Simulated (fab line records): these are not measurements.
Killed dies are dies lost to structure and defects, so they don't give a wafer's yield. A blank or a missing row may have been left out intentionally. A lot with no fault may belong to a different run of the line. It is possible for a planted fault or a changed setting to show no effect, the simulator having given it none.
fab line records | flow sfqLine
record lots=14 | wafers=42 | lastDay=86
route steps=325 shown L0@14 M1@68 I1@77 M2@98
lots that met no fault: taken from a fault-free run of the same line
startH: start of the lot's first displayed wafer, in hours after the record's first day | waitH: hours since the lot's step before | " repeats the value in the row above | L1.1+2: a single row standing in for several wafers | - value missing, or start not given | * or withheld: withheld | < > ~ a bound
route shown NAME@n: NAME is a module with steps in the file, n the number in the route of the first one | usual: mean/standard deviation taken from wafers without a fault | same: alike in all rows | chamber/n: place in a boat | sites: the reading at each site | _std_site: how widely they spread, as a standard deviation | _edge_site: outer sites' mean less inner sites' | radiusMm: for every site, how far away it sits from the centre of the wafer | mask NAME#n: copy n | behind: the last tool/chamber to shape the wafer | hold: the reason the lot was held/the length of the hold in hours/how it ended | device: transistor that didn't switch, given as n, p or np | end of line: tests run on the same wafers once the route is complete | a step given without rows: its recipe and nothing more | killed: dies lost to structure and defects at the first sort, not the wafer's yield | map: per-die view of a wafer (x killed, . not killed, _ where there is no die)
set.NAME: the setting the step ran with; set.NAME@STEP: the setting that earlier step ran with | model.NAME: the simulator's own value behind a step, which no gauge read
a sample of lots followed through the steps of the route, with each step as a table and each wafer as a row
services: a tool's chamber out of use, with start hour (startH, from the record's first day; less than 0 if before it), hours out, and reason
## steps
# step SFQ_TRILAYER_L0_STRIP_STRIP_009
# recipe gas=O2 | powerW=200 | platenTempC=40 | overashFraction=0.65 | chemistry=O2 | pressureMtorr=50
# usual drypumpMotorCurrentA=5.5/0.38 | oesProductAu=1.001/0.0084
lot.wafer | tool        | chamber | startH | waitH | drypumpMotorCurrentA | oesProductAu | rfHoursCounterH
L377.4    | rieMetal-04 | 0       | 79.34  | 0.2   | 5.6                  | 0.998        | -
L377.5    | "           | 0       | "      | "     | 5.6                  | 0.994        | -
L377.6    | "           | 1       | "      | "     | 5.6                  | 1.007        | -
L378.1    | rieMetal-03 | 0       | 85.14  | 0.0   | 6.1                  | 1.006        | 106
L378.2    | "           | 1       | "      | "     | 4.8                  | 1.008        | 41
L378.3    | "           | 1       | "      | "     | 4.8                  | 1.003        | -
L379.1    | rieMetal-03 | 0       | 93.54  | 0.0   | 6.1                  | 1.010        | 108
L379.2    | "           | 1       | "      | "     | 4.8                  | 1.007        | 42
L379.6    | "           | 1       | "      | "     | 4.8                  | 1.008        | -
L380.1    | rieMetal-01 | 0       | 97.24  | 0.1   | 5.2                  | 1.002        | 187
L380.2    | "           | 0       | "      | "     | 5.2                  | 1.007        | -
L380.4    | "           | 0       | "      | "     | 5.2                  | 1.000        | -
L381.3    | rieMetal-01 | 0       | 102.44 | 0.4   | 5.2                  | 1.003        | -
L381.4    | "           | 0       | "      | "     | 5.2                  | 1.000        | -
L381.5    | "           | 0       | "      | "     | 5.2                  | 1.005        | -
L382.3    | rieMetal-03 | 0       | 110.80 | 0.2   | 6.2                  | 1.016        | -
L382.4    | "           | 1       | "      | "     | 4.8                  | 1.009        | -
L382.5    | "           | 0       | "      | "     | 6.2                  | 1.023        | -
L383.1    | rieMetal-04 | 1       | 119.00 | 0.0   | 5.7                  | 1.002        | 145
L383.4    | "           | 0       | "      | "     | 5.6                  | 0.993        | -
L383.6    | "           | 0       | "      | "     | 5.6                  | 0.994        | -
L384.1    | rieMetal-01 | 0       | 122.71 | 0.1   | 5.2                  | 0.988        | 194
L384.5    | "           | 0       | "      | "     | 5.2                  | 1.001        | -
L384.6    | "           | 0       | "      | "     | 5.2                  | 0.994        | -
L388.2    | rieMetal-01 | 1       | 147.73 | 0.0   | 6.0                  | 0.991        | 1
L388.5    | "           | 1       | "      | "     | 6.0                  | 1.002        | -
L388.6    | "           | 0       | "      | "     | 5.2                  | 1.011        | -
L390.1    | rieMetal-04 | 0       | 157.33 | 0.0   | 5.6                  | 1.004        | 172
L390.5    | "           | 1       | "      | "     | 5.7                  | 0.991        | -
L390.6    | "           | 0       | "      | "     | 5.6                  | 0.993        | -
L395.1    | rieMetal-04 | 0       | 191.80 | 0.0   | 5.6                  | 1.000        | 178
L395.4    | "           | 1       | "      | "     | 5.6                  | 1.007        | -
L395.5    | "           | 1       | "      | "     | 5.7                  | 1.011        | -
L397.1    | rieMetal-04 | 1       | 203.80 | 0.0   | 5.7                  | 0.999        | 158
L397.4    | "           | 1       | "      | "     | 5.7                  | 0.992        | -
L397.5    | "           | 0       | "      | "     | 5.6                  | 1.004        | -
L398.2    | rieMetal-04 | 0       | 212.20 | 0.0   | 5.6                  | 0.995        | 181
L398.3    | "           | 1       | "      | "     | 5.6                  | 1.005        | -
L398.5    | "           | 0       | "      | "     | 5.5                  | 0.994        | -
L399.2    | rieMetal-04 | 0       | 219.91 | 0.0   | 5.5                  | 0.986        | 183
L399.4    | "           | 1       | "      | "     | 5.7                  | 1.003        | -
L399.6    | "           | 0       | "      | "     | 5.6                  | 0.989        | -
# step SFQ_M1_OVL_MEAS_911
# usual M1_OVL=0/5.8
lot.wafer | tool       | chamber | startH | waitH | M1_OVL[nm]
L377.4    | overlay-01 | -       | 392.11 | 0.1   | -4
L377.5    | "          | -       | "      | "     | -13
L377.6    | "          | -       | "      | "     | -3
L378.1    | overlay-02 | -       | 405.88 | 0.1   | -10
L378.2    | "          | -       | "      | "     | -6
L378.3    | "          | -       | "      | "     | -4
L379.1    | overlay-02 | -       | 594.50 | 0.1   | -3
L379.2    | "          | -       | "      | "     | -8
L379.6    | "          | -       | "      | "     | -3
L380.1    | overlay-02 | -       | 599.30 | 0.1   | -2
L380.2    | "          | -       | "      | "     | -1
L380.4    | "          | -       | "      | "     | 6
L381.3    | overlay-02 | -       | 601.72 | 0.1   | 6
L381.4    | "          | -       | "      | "     | 9
L381.5    | "          | -       | "      | "     | 4
L382.3    | overlay-01 | -       | 605.32 | 0.1   | -11
L382.4    | "          | -       | "      | "     | -2
L382.5    | "          | -       | "      | "     | -7
L383.1    | overlay-01 | -       | 617.30 | 0.1   | 0
L383.4    | "          | -       | "      | "     | 2
L383.6    | "          | -       | "      | "     | 7
L384.1    | overlay-02 | -       | 624.50 | 0.1   | 10
L384.5    | "          | -       | "      | "     | 4
L384.6    | "          | -       | "      | "     | 6
L388.2    | overlay-02 | -       | 667.40 | 0.1   | -1
L388.5    | "          | -       | "      | "     | -3
L388.6    | "          | -       | "      | "     | -1
L390.1    | overlay-02 | -       | 678.42 | 0.1   | 9
L390.5    | "          | -       | "      | "     | 8
L390.6    | "          | -       | "      | "     | 2
L395.1    | overlay-01 | -       | 733.62 | 0.1   | 6
L395.4    | "          | -       | "      | "     | -2
L395.5    | "          | -       | "      | "     | 4
L397.1    | overlay-02 | -       | 750.42 | 0.1   | 4
L397.4    | "          | -       | "      | "     | 12
L397.5    | "          | -       | "      | "     | 3
L398.2    | overlay-02 | -       | 758.99 | 0.1   | -6
L398.3    | "          | -       | "      | "     | -3
L398.5    | "          | -       | "      | "     | -10
L399.2    | overlay-02 | -       | 763.79 | 0.1   | -1
L399.4    | "          | -       | "      | "     | 1
L399.6    | "          | -       | "      | "     | 4
# step SFQ_TRILAYER_I1_VIA_LITHO_COAT_054
# recipe resist=BARC | spinRpm=3000 | resistThkNm=62
lot.wafer  | tool          | chamber | startH | waitH
L377.4+5+6 | lithoTrack-01 | 0       | 397.67 | 0.6
L378.1+2+3 | lithoTrack-01 | 0       | 413.04 | 1.0
L379.1+2+6 | lithoTrack-04 | 0       | 613.42 | 1.0
L380.1+2+4 | lithoTrack-03 | 0       | 616.42 | 1.0
L381.3+4+5 | lithoTrack-04 | 0       | 619.52 | 0.7
L382.3+4+5 | lithoTrack-03 | 0       | 622.34 | 0.7
L383.1+4+6 | lithoTrack-03 | 0       | 628.42 | 1.0
L384.1+5+6 | lithoTrack-04 | 0       | 634.24 | 1.0
L388.2+5+6 | lithoTrack-03 | 0       | 673.44 | 0.8
L390.1+5+6 | lithoTrack-03 | 0       | 686.74 | 1.0
L395.1+4+5 | lithoTrack-01 | 0       | 739.02 | 1.0
L397.1+4+5 | lithoTrack-04 | 0       | 755.82 | 1.0
L398.2+3+5 | lithoTrack-01 | 0       | 765.03 | 0.8
L399.2+4+6 | lithoTrack-04 | 0       | 769.23 | 0.8
# step SFQ_TRILAYER_I1_VIA_BARC_OPEN_VIA_ETCH_071
# recipe maskMaterial=PR | chemistry=O2 | targetDepthNm=125 | target=BARC | sourceW=500 | biasW=80 | pressureMtorr=30 | timeS=41.7
# usual drypumpMotorCurrentA=5.5/0.49 | oesProductAu=0.684/0.0046
lot.wafer | tool       | chamber | startH | waitH | drypumpMotorCurrentA | oesProductAu | rfHoursCounterH
L377.4    | rieDiel-01 | 0       | 558.31 | 0.0   | 5.4                  | 0.690        | 15
L377.5    | "          | 0       | "      | "     | 5.5                  | 0.683        | -
L377.6    | "          | 1       | "      | "     | 5.0                  | 0.685        | -
L378.1    | rieDiel-01 | 0       | 567.07 | 0.0   | 5.4                  | 0.688        | 15
L378.2    | "          | 1       | "      | "     | 5.0                  | 0.692        | 6
L378.3    | "          | 2       | "      | "     | 5.8                  | 0.679        | 5
L379.1    | rieDiel-02 | 0       | 616.22 | 0.0   | 6.0                  | 0.676        | 4
L379.2    | "          | 1       | "      | "     | 4.8                  | 0.690        | 6
L379.6    | "          | 3       | "      | "     | 5.7                  | 0.682        | -
L380.1    | rieDiel-02 | 0       | 620.04 | 0.0   | 6.0                  | 0.685        | 4
L380.2    | "          | 3       | "      | "     | 5.7                  | 0.674        | 1
L380.4    | "          | 1       | "      | "     | 4.8                  | 0.682        | -
L381.3    | rieDiel-01 | 0       | 622.35 | 0.0   | 5.5                  | 0.689        | 16
L381.4    | "          | 3       | "      | "     | 6.0                  | 0.682        | 49
L381.5    | "          | 1       | "      | "     | 5.1                  | 0.684        | -
L382.3    | rieDiel-01 | 3       | 625.88 | 0.0   | 6.0                  | 0.688        | 49
L382.4    | "          | 0       | "      | "     | 5.5                  | 0.687        | 16
L382.5    | "          | 2       | "      | "     | 5.8                  | 0.687        | -
L383.1    | rieDiel-04 | 0       | 769.82 | 0.0   | 5.0                  | 0.683        | 0
L383.4    | "          | 3       | "      | "     | 6.1                  | 0.684        | 4
L383.6    | "          | 3       | "      | "     | 6.0                  | 0.680        | -
L384.1    | rieDiel-02 | 3       | 773.42 | 0.0   | 5.7                  | 0.689        | 4
L384.5    | "          | 3       | "      | "     | 5.7                  | 0.684        | -
L384.6    | "          | 1       | "      | "     | 4.8                  | 0.686        | -
L388.2    | rieDiel-04 | 0       | 819.15 | 0.0   | 5.1                  | 0.699        | 1
L388.5    | "          | 1       | "      | "     | 4.9                  | 0.681        | -
L388.6    | "          | 0       | "      | "     | 5.1                  | 0.678        | -
L390.1    | rieDiel-01 | 3       | 828.67 | 0.0   | 6.1                  | 0.703        | 1
L390.5    | "          | 1       | "      | "     | 5.1                  | 0.688        | -
L390.6    | "          | 2       | "      | "     | 5.8                  | 0.688        | -
L395.1    | rieDiel-02 | 3       | 877.55 | 0.0   | 5.7                  | 0.682        | 5
L395.4    | "          | 1       | "      | "     | 4.8                  | 0.690        | 10
L395.5    | "          | 3       | "      | "     | 5.7                  | 0.683        | -
L397.1    | rieDiel-02 | 2       | 893.15 | 0.0   | 6.3                  | 0.680        | 1
L397.4    | "          | 1       | "      | "     | 4.8                  | 0.681        | 11
L397.5    | "          | 0       | "      | "     | 6.0                  | 0.681        | -
L398.2    | rieDiel-04 | 1       | 905.15 | 0.0   | 4.9                  | 0.681        | 24
L398.3    | "          | 0       | "      | "     | 5.1                  | 0.684        | 2
L398.5    | "          | 0       | "      | "     | 5.1                  | 0.689        | -
L399.2    | rieDiel-02 | 3       | 908.75 | 0.0   | 5.7                  | 0.686        | 5
L399.4    | "          | 1       | "      | "     | 4.8                  | 0.690        | 11
L399.6    | "          | 0       | "      | "     | 6.0                  | 0.682        | -
# step SFQ_M2_OVL_MEAS_916
# usual M2_OVL=-2/5.6
lot.wafer | tool       | chamber | startH | waitH | M2_OVL[nm]
L377.4    | overlay-02 | -       | 561.81 | 0.1   | -4
L377.5    | "          | -       | "      | "     | -6
L377.6    | "          | -       | "      | "     | -3
L378.1    | overlay-01 | -       | 571.96 | 0.1   | -5
L378.2    | "          | -       | "      | "     | 0
L378.3    | "          | -       | "      | "     | -4
L379.1    | overlay-02 | -       | 632.50 | 0.1   | -4
L379.2    | "          | -       | "      | "     | 0
L379.6    | "          | -       | "      | "     | -1
L380.1    | overlay-02 | -       | 633.70 | 0.1   | 11
L380.2    | "          | -       | "      | "     | 5
L380.4    | "          | -       | "      | "     | 5
L381.3    | overlay-02 | -       | 634.92 | 0.1   | 0
L381.4    | "          | -       | "      | "     | 2
L381.5    | "          | -       | "      | "     | -3
L382.3    | overlay-02 | -       | 636.12 | 0.1   | -1
L382.4    | "          | -       | "      | "     | -6
L382.5    | "          | -       | "      | "     | -7
L383.1    | overlay-01 | -       | 773.42 | 0.1   | 4
L383.4    | "          | -       | "      | "     | 0
L383.6    | "          | -       | "      | "     | -5
L384.1    | overlay-02 | -       | 776.90 | 0.1   | -2
L384.5    | "          | -       | "      | "     | -1
L384.6    | "          | -       | "      | "     | -1
L388.2    | overlay-01 | -       | 823.99 | 0.1   | -3
L388.5    | "          | -       | "      | "     | -4
L388.6    | "          | -       | "      | "     | -2
L390.1    | overlay-01 | -       | 838.98 | 0.1   | 9
L390.5    | "          | -       | "      | "     | 11
L390.6    | "          | -       | "      | "     | 8
L395.1    | overlay-01 | -       | 881.62 | 0.1   | 2
L395.4    | "          | -       | "      | "     | 1
L395.5    | "          | -       | "      | "     | -5
L397.1    | overlay-01 | -       | 896.62 | 0.1   | -5
L397.4    | "          | -       | "      | "     | -13
L397.5    | "          | -       | "      | "     | -6
L398.2    | overlay-02 | -       | 908.63 | 0.1   | -9
L398.3    | "          | -       | "      | "     | -5
L398.5    | "          | -       | "      | "     | -11
L399.2    | overlay-02 | -       | 922.00 | 0.1   | 0
L399.4    | "          | -       | "      | "     | -7
L399.6    | "          | -       | "      | "     | -2
## services
tool        | chamber | startH | hours | kind
rieDiel-02  | 1       | 79.42  | 3.5   | repair
rieDiel-02  | 2       | 80.53  | 3.1   | repair
rieMetal-04 | -       | 84.92  | 1.2   | repair
rieDiel-01  | 2       | 120.06 | 5.0   | repair
rieMetal-04 | -       | 144.07 | 0.3   | repair
rieDiel-02  | 0       | 144.85 | 2.2   | repair
rieDiel-02  | 1       | 150.29 | 8.0   | repair
rieDiel-02  | 3       | 154.87 | 13.7  | repair
rieDiel-02  | -       | 269.82 | 14.6  | pm
rieDiel-02  | -       | 367.83 | 0.8   | repair
rieDiel-02  | -       | 406.60 | 2.8   | pm
rieMetal-04 | 0       | 447.78 | 16.8  | repair
rieMetal-04 | -       | 459.76 | 2.8   | pm
rieDiel-02  | 3       | 528.82 | 1.7   | repair
rieMetal-04 | 0       | 590.58 | 6.5   | repair
rieDiel-02  | 2       | 616.22 | 19.5  | repair
rieDiel-02  | 1       | 628.75 | 4.7   | repair
rieDiel-02  | 0       | 703.97 | 16.7  | repair
rieMetal-04 | -       | 714.82 | 14.6  | pm
rieDiel-02  | 2       | 749.47 | 2.5   | repair
rieDiel-02  | 2       | 784.29 | 9.1   | repair
rieMetal-04 | 1       | 864.49 | 34.7  | repair
rieDiel-02  | 1       | 888.43 | 4.5   | repair
rieDiel-02  | -       | 891.72 | 0.1   | repair
## key
firstSign step=SFQ_TRILAYER_I1_VIA_BARC_OPEN_VIA_ETCH_071 | reading=oesProductAu | direction=up | sigmas=3.7 | usual=0.684 | struck=0.701
effect none on later readings
metAt SFQ_TRILAYER_I1_VIA_LITHO_COAT_054
struckLots L388,L390
struckWafers L388.2,L390.1
notActingAt SFQ_TRILAYER_L0_STRIP_STRIP_009,SFQ_M1_OVL_MEAS_911,SFQ_M2_OVL_MEAS_916
onsetBetween 628.42 673.44
fault kind=processParameterDrift | tool=lithoTrack-03 | chamber=- | onsetH=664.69 | steps=SFQ_TRILAYER_I1_VIA_LITHO_COAT_054 | channel=resistThkNm | offset=2.0173 | shape=step | endH=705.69 | scope=struckWafersOnly | actsIn=theseRecipesOnly | stated=62
